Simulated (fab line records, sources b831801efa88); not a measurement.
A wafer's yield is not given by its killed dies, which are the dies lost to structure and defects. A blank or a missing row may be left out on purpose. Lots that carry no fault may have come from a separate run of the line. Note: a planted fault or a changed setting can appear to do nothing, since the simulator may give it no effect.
Code-filled problem report in 8D (eight disciplines) form + flow sky130 + the parts of the form that need people (team, actions taken, sign-off) are left out

## 1. WHAT WENT WRONG
At SKY_PAD_OPEN_PROBE_99, killed_at_M4_up averages 411.7 over 6 wafers from 2 lots, while fault-free wafers read 3.2, standard deviation 1.6. So: +99 or more standard deviations from the usual mean.
First observed at day 50 11:10: wafer L603.1, on prober-01. The record holds 42 wafers of 14 lots with a number at this step. Rule for "out", or "out of limits": more than 4 standard deviations from the usual mean. All remaining wafers that have a number are taken as sound.

## 2. WHAT IT IS AND WHAT IT IS NOT
| question                    | is                                                                                                                  | is not                                                                                                                                                             |
|-----------------------------|---------------------------------------------------------------------------------------------------------------------|--------------------------------------------------------------------------------------------------------------------------------------------------------------------|
| which readings at this step | killed_at_M4_up, defect_limited_yield, killed_dies, killed_on_rim, sort_bin_5_function, sort_n_pass, sort_yield_pct | killed_at_M0_to_M3, killed_at_contacts, killed_at_front_end, killed_at_other, killed_open, killed_short, sort_bin_3_pad_short, sort_bin_6_memory, sort_bin_8_speed |
| which lots                  | L603, L604                                                                                                          | L584, L585, L586, L588, L589, L590, L591, L593, L596, L605, L606, L607                                                                                             |
| which wafers of those lots  | all that have a number                                                                                              | -                                                                                                                                                                  |
| read on which tools         | prober-01, prober-02                                                                                                | -                                                                                                                                                                  |
| when                        | from day 50 11:10                                                                                                   | up to then (27 sound wafers); but 9 sound wafers of L605, L606, L607 came after                                                                                    |

## 3. SUSPECTS, AND WHAT RULES EACH OUT
Counting: a tool at a process step up to the reading stays a suspect if it ran every lot that is out and no sound lot after the first of them.
- plasma_asher-03 at SKY_METAL4_STRIP_19 (strips in O2/N2): kept. It ran every lot that is out, first L603 (day 47 08:13), and no sound lot after that; its last sound lot up to then is L596 (day 45 04:43).
Remaining after the count: plasma_asher-03 at SKY_METAL4_STRIP_19.

## 4. THE CAUSE (what the simulator had put in)
Beginning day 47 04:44, the whole step at SKY_METAL4_STRIP_19 was skipped on plasma_asher-03. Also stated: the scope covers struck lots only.
The count eliminated every tool but this one.

## 5. THE CHAIN OF EFFECTS, in route order
One row per reading whose mean, taken over the struck wafers that have a number, lies over 3 standard deviations from the usual. Only readings whose record carries a usual standard deviation are examined. hours: median over the lots of the time between each lot's start at the first step of this table that gives one and its start at this step. sigmas: the change, counted in usual standard deviations.
| hours | step                  | reading              | usual  | on struck wafers | change | sigmas      |
|-------|-----------------------|----------------------|--------|------------------|--------|-------------|
| 0     | SKY_PAD_OPEN_PROBE_99 | defect_limited_yield | 82.6 % | 0.0              | -82.6  | -43         |
| 0     | SKY_PAD_OPEN_PROBE_99 | killed_at_M4_up      | 3.2    | 411.7            | +408.5 | +99 or more |
| 0     | SKY_PAD_OPEN_PROBE_99 | killed_dies          | 86     | 492              | +406   | +43         |
| 0     | SKY_PAD_OPEN_PROBE_99 | killed_on_rim        | 17     | 96               | +79    | +21         |
| 0     | SKY_PAD_OPEN_PROBE_99 | sort_bin_5_function  | 10.5 % | 93.4             | +82.9  | +59         |
| 0     | SKY_PAD_OPEN_PROBE_99 | sort_n_pass          | 406    | 0                | -406   | -43         |
| 0     | SKY_PAD_OPEN_PROBE_99 | sort_yield_pct       | 82.6 % | 0.0              | -82.6  | -43         |
Process steps it contains:
- SKY_PAD_OPEN_PROBE_99
Readings that are blank on the struck wafers while sound wafers have them: chamber_pressure_mTorr at SKY_METAL4_STRIP_19; drypump_motor_current_A at SKY_METAL4_STRIP_19; oes_product_au at SKY_METAL4_STRIP_19; strip_time_to_endpoint_s at SKY_METAL4_STRIP_19.

## 6. HOW IT WOULD HAVE BEEN CAUGHT EARLIER
First out-of-limits reading in this record: day 50 11:10, which is 78 hours after fault onset at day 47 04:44.
At SKY_METAL4_STRIP_19 the tool's readings are blank on the struck wafers, where sound wafers have them: an empty tool record is the first sign, and it was there at once.
Each of the lots that are out, 2 in all, had begun SKY_METAL4_STRIP_19 on plasma_asher-03 no later than day 50 11:10. Holding the tool at that point would not have protected any of them.
